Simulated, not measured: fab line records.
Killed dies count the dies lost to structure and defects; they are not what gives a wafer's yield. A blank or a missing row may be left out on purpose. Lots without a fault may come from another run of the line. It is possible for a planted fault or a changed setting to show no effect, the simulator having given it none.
The same fault as seen by 2 desks + flow sky130 + each desk holds nothing but its own numbers, with what lay behind them at the end

AT THE METROLOGY DESK
What the gauges read for every lot (on any tool): the sampled wafers with a number, averaged. A lot is out of limits, marked OUT, if its mean lies more than 4 standard deviations from the usual mean; the brackets give that distance.
Columns: A = cd_nm at SKY_VT_ADJUST_HVTP_CD_MEAS_07, usual 380.0 nm
| lot  | first seen here | A     |
|------|-----------------|-------|
| L608 | day 6 03:32     | 379.5 |
| L609 | day 6 08:59     | 382.6 |
| L610 | day 6 16:07     | 379.0 |
| L611 | day 7 01:10     | 380.2 |
| L617 | day 8 10:16     | 376.1 |
| L618 | day 8 14:37     | 383.0 |
| L621 | day 9 10:25     | 379.4 |
| L625 | day 10 19:44    | 381.8 |
| L628 | day 11 11:13    | 381.7 |
| L629 | day 11 22:07    | 379.3 |
| L630 | day 11 23:20    | 380.7 |
| L631 | day 12 06:20    | 380.2 |
Result from this desk: across the 12 lots, nothing is out of limits.

FOR THE TOOL OWNER'S DESK: rie_diel-01
The tool's own readings at SKY_CONTACT_ETCH_16 (etches BARC in N2/H2, stops on SiO2, time 45.9 s, target depth 60 nm): means of the sampled wafers that have a number, for each lot that ran on this tool. A lot is out of limits, marked OUT, if its mean lies more than 4 standard deviations from the usual mean; the brackets give that distance.
Columns: A = drypump_motor_current_A at SKY_CONTACT_ETCH_16, usual 5.7 A; B = h2_flow_sccm at SKY_CONTACT_ETCH_16, usual 200.0 sccm; C = oes_product_au at SKY_CONTACT_ETCH_16, usual 0.855 a.u.; D = throttle_valve_pct at SKY_CONTACT_ETCH_16, usual 13.224 %
| lot  | first seen here | A   | B     | C     | D      |
|------|-----------------|-----|-------|-------|--------|
| L609 | day 31 20:04    | 5.7 | 199.6 | 0.850 | 13.233 |
| L610 | day 32 04:37    | 5.7 | 200.2 | 0.856 | 13.236 |
| L617 | day 34 13:50    | 5.4 | 200.1 | 0.849 | 13.227 |
| L618 | day 34 19:23    | 5.7 | 199.3 | 0.855 | 13.219 |
| L621 | day 35 20:59    | 5.7 | 199.4 | 0.862 | 13.230 |
| L629 | day 38 08:19    | 5.8 | 199.3 | 0.855 | 13.222 |
Result from this desk: across the 6 lots, nothing is out of limits.

TAKEN TOGETHER
Metrology desk: nothing out of limits seen.
The tool owner's desk saw nothing out of limits.

WHAT WAS PUT IN BY THE SIMULATOR
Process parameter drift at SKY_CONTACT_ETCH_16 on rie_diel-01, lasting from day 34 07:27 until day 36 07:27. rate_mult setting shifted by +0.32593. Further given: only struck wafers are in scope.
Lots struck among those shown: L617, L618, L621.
